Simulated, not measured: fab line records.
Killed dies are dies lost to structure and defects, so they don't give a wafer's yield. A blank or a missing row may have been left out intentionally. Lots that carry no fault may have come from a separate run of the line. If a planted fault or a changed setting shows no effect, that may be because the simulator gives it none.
Which tool is to blame?    flow gf180mcu    72 wafers from 24 lots sampled at 4 of the route's 602 steps

WHAT EACH GAUGE READ, for each wafer
GF_M3_OVL_MEAS_15.
lot   measured      on          M3_OVL (nm)
L074  day 21 12:49  overlay-01  3 0 -3
L075  day 21 20:39  overlay-02  -13 -13 -8
L076  day 22 08:58  overlay-01  3 -5 -12
L077  day 22 15:12  overlay-01  1 -1 0
L078  day 23 02:20  overlay-02  -1 4 3
L079  day 23 10:39  overlay-02  -17 -16 -17
L080  day 23 17:25  overlay-02  -10 -11 -11
L081  day 24 08:33  overlay-02  -14 -16 -11
L082  day 24 16:51  overlay-01  -12 -4 -7
L083  day 25 02:06  overlay-02  -9 -8 -14
L084  day 25 06:13  overlay-01  -2 -4 2
L085  day 25 16:25  overlay-02  -2 0 3
L086  day 25 19:19  overlay-01  -3 -6 -10
L087  day 26 05:55  overlay-01  -1 -4 -2
L088  day 26 08:56  overlay-01  -8 -8 -2
L089  day 26 22:51  overlay-02  -8 -9 -7
L090  day 27 04:42  overlay-02  -10 -15 -12
L091  day 27 11:45  overlay-02  7 9 1
L092  day 27 15:00  overlay-02  0 -7 -4
L093  day 28 02:34  overlay-01  -12 -10 -8
L094  day 28 05:55  overlay-02  -6 -10 -7
L095  day 28 15:16  overlay-01  1 -8 -12
L096  day 28 20:10  overlay-02  -15 -5 -7
L097  day 29 03:21  overlay-01  -5 -6 -8

GF_V4_RS_MEAS_24: uses a four-point probe to measure.
lot   measured      on             V4_W_RS (ohm/sq)
L074  day 24 15:23  film_metro-03  0.3305 0.3265 0.3291
L075  day 24 22:26  film_metro-03  0.3345 0.3333 0.3339
L076  day 25 10:21  film_metro-03  0.3345 0.3337 0.3319
L077  day 25 16:28  film_metro-01  0.3299 0.3310 0.3291
L078  day 26 02:43  film_metro-01  0.3318 0.3308 0.3303
L079  day 26 10:16  film_metro-03  0.3306 0.3307 0.3309
L080  day 26 16:32  film_metro-01  0.3268 0.3242 0.3236
L081  day 27 06:10  film_metro-03  0.3294 0.3307 0.3321
L082  day 27 14:08  film_metro-03  0.3285 0.3312 0.3288
L083  day 27 22:11  film_metro-01  0.3245 0.3272 0.3317
L084  day 28 02:28  film_metro-01  0.3253 0.3310 0.3288
L085  day 28 12:13  film_metro-01  0.3238 0.3265 0.3219
L086  day 28 15:07  film_metro-04  0.3241 0.3287 0.3283
L087  day 28 23:25  film_metro-01  0.3284 0.3264 0.3311
L088  day 29 02:32  film_metro-01  0.3279 0.3301 0.3338
L089  day 29 15:47  film_metro-01  0.3269 0.3286 0.3290
L090  day 29 21:28  film_metro-01  0.3264 0.3304 0.3262
L091  day 30 04:59  film_metro-03  0.3269 0.3286 0.3217
L092  day 30 06:34  film_metro-03  0.3286 0.3246 0.3285
L093  day 30 15:55  film_metro-01  0.3281 0.3301 0.3335
L094  day 30 19:58  film_metro-04  0.3298 0.3241 0.3258
L095  day 31 04:32  film_metro-03  0.3317 0.3255 0.3297
L096  day 31 10:46  film_metro-04  0.3312 0.3351 0.3272
L097  day 31 16:31  film_metro-01  0.3324 0.3263 0.3308

WHICH TOOL RAN EACH LOT (tool, then ch and the chambers of the sampled wafers, then the start)
lot   GF_M4_SPUTTER_01              GF_V4_ETCH_16
L074  pvd_sputter-03, day 22 15:37  rie_diel-01 ch 1,2,3, day 24 14:29
L075  pvd_sputter-04, day 22 22:56  rie_diel-01 ch 0,2,3, day 24 21:34
L076  pvd_sputter-02, day 23 11:10  rie_diel-04 ch 0,3, day 25 09:28
L077  pvd_sputter-02, day 23 17:23  rie_diel-01 ch 1,2,3, day 25 15:31
L078  pvd_sputter-04, day 24 04:08  rie_diel-01 ch 0,3, day 26 01:29
L079  pvd_sputter-02, day 24 12:40  rie_diel-04 ch 0,1,2, day 26 09:23
L080  pvd_sputter-04, day 24 18:29  rie_diel-04 ch 2,3, day 26 15:39
L081  pvd_sputter-04, day 25 09:59  rie_diel-03 ch 1,3, day 27 05:15
L082  pvd_sputter-04, day 25 17:33  rie_diel-03 ch 1,3, day 27 13:15
L083  pvd_sputter-02, day 26 02:54  rie_diel-01 ch 0,1,2, day 27 21:18
L084  pvd_sputter-03, day 26 06:11  rie_diel-04 ch 0,3, day 28 01:33
L085  pvd_sputter-02, day 26 16:31  rie_diel-03 ch 2,3, day 28 11:17
L086  pvd_sputter-03, day 26 20:07  rie_diel-04 ch 2,3, day 28 14:12
L087  pvd_sputter-04, day 27 05:37  rie_diel-01 ch 1,2,3, day 28 22:30
L088  pvd_sputter-02, day 27 08:30  rie_diel-01 ch 0,1, day 29 01:36
L089  pvd_sputter-03, day 27 22:45  rie_diel-03 ch 0,2, day 29 14:33
L090  pvd_sputter-02, day 28 03:42  rie_diel-04 ch 0,1,2, day 29 20:36
L091  pvd_sputter-02, day 28 11:07  rie_diel-03 ch 0,1, day 30 04:05
L092  pvd_sputter-03, day 28 13:41  rie_diel-04 ch 0,1, day 30 05:41
L093  pvd_sputter-02, day 29 01:08  rie_diel-04 ch 0,1,3, day 30 15:03
L094  pvd_sputter-04, day 29 04:29  rie_diel-03 ch 1,3, day 30 19:04
L095  pvd_sputter-02, day 29 13:32  rie_diel-03 ch 1,2, day 31 03:39
L096  pvd_sputter-03, day 29 18:15  rie_diel-04 ch 0,1,2, day 31 09:45
L097  pvd_sputter-02, day 30 01:14  rie_diel-01 ch 1,2, day 31 15:36
- GF_M4_SPUTTER_01: material TiN, target thk 30 nm, time 25 s.
- GF_V4_ETCH_16: etches BARC in N2/H2.

WHAT THE TOOLS THEMSELVES READ (means of the sampled wafers that have a number; where no wafer has one, the mark that the record gives instead)
GF_M4_SPUTTER_01.
lot   tool            throttle_valve_pct (%)
L074  pvd_sputter-03  30.4
L075  pvd_sputter-04  30.4
L076  pvd_sputter-02  29.4
L077  pvd_sputter-02  29.9
L078  pvd_sputter-04  30.7
L079  pvd_sputter-02  30.7
L080  pvd_sputter-04  30.9
L081  pvd_sputter-04  30.4
L082  pvd_sputter-04  29.8
L083  pvd_sputter-02  30.7
L084  pvd_sputter-03  30.3
L085  pvd_sputter-02  29.6
L086  pvd_sputter-03  30.4
L087  pvd_sputter-04  30.0
L088  pvd_sputter-02  31.5
L089  pvd_sputter-03  30.6
L090  pvd_sputter-02  30.8
L091  pvd_sputter-02  31.5
L092  pvd_sputter-03  30.8
L093  pvd_sputter-02  29.2
L094  pvd_sputter-04  30.6
L095  pvd_sputter-02  31.6
L096  pvd_sputter-03  30.0
L097  pvd_sputter-02  30.6

GF_V4_ETCH_16.
lot   tool         drypump_motor_current_A (A)  oes_product_au (a.u.)  throttle_valve_pct (%)
L074  rie_diel-01  5.7                          0.857                  13.216
L075  rie_diel-01  6.2                          0.852                  13.225
L076  rie_diel-04  6.0                          0.853                  13.217
L077  rie_diel-01  5.7                          0.853                  13.221
L078  rie_diel-01  6.2                          0.855                  13.229
L079  rie_diel-04  6.0                          0.854                  13.227
L080  rie_diel-04  5.8                          0.849                  13.224
L081  rie_diel-03  5.3                          0.858                  13.233
L082  rie_diel-03  5.3                          0.858                  13.225
L083  rie_diel-01  5.9                          0.855                  13.218
L084  rie_diel-04  6.1                          0.855                  13.225
L085  rie_diel-03  5.5                          0.851                  13.225
L086  rie_diel-04  5.7                          0.852                  13.220
L087  rie_diel-01  5.7                          0.855                  13.234
L088  rie_diel-01  5.7                          0.853                  13.220
L089  rie_diel-03  5.4                          0.852                  13.222
L090  rie_diel-04  5.9                          0.853                  13.218
L091  rie_diel-03  5.1                          0.855                  13.221
L092  rie_diel-04  6.0                          0.850                  13.219
L093  rie_diel-04  6.0                          0.859                  13.221
L094  rie_diel-03  5.5                          0.858                  13.225
L095  rie_diel-03  5.7                          0.855                  13.223
L096  rie_diel-04  6.0                          0.851                  13.236
L097  rie_diel-01  5.6                          0.860                  13.232

THE ANSWER, worked out from the rows above alone
Rule: the usual values come from the lots themselves. Put in order of their means at a reading, lots are off if they are a third of the lots or fewer, leave a main group of 4 or more, and stand apart from it by a gap of 3 or more times the standard deviation of the main group's means; of several such gaps the widest counts. A main group whose means are all the same, to the digits that the tables above print for the reading, isn't used. Also off: a lot with no number at a reading for which 4 or more lots have one. All remaining lots with rows at the step are treated as sound. After the gauges, taken in route order, come the tools' own readings; for these a lot's mean is taken, as printed above. The first step at which some lot is off is used, and at that step the reading that is off furthest; a lot without a number counts as furthest.
None of the lots is off at any reading shown; this tells nothing.

WHAT HAD BEEN PUT IN BY THE SIMULATOR
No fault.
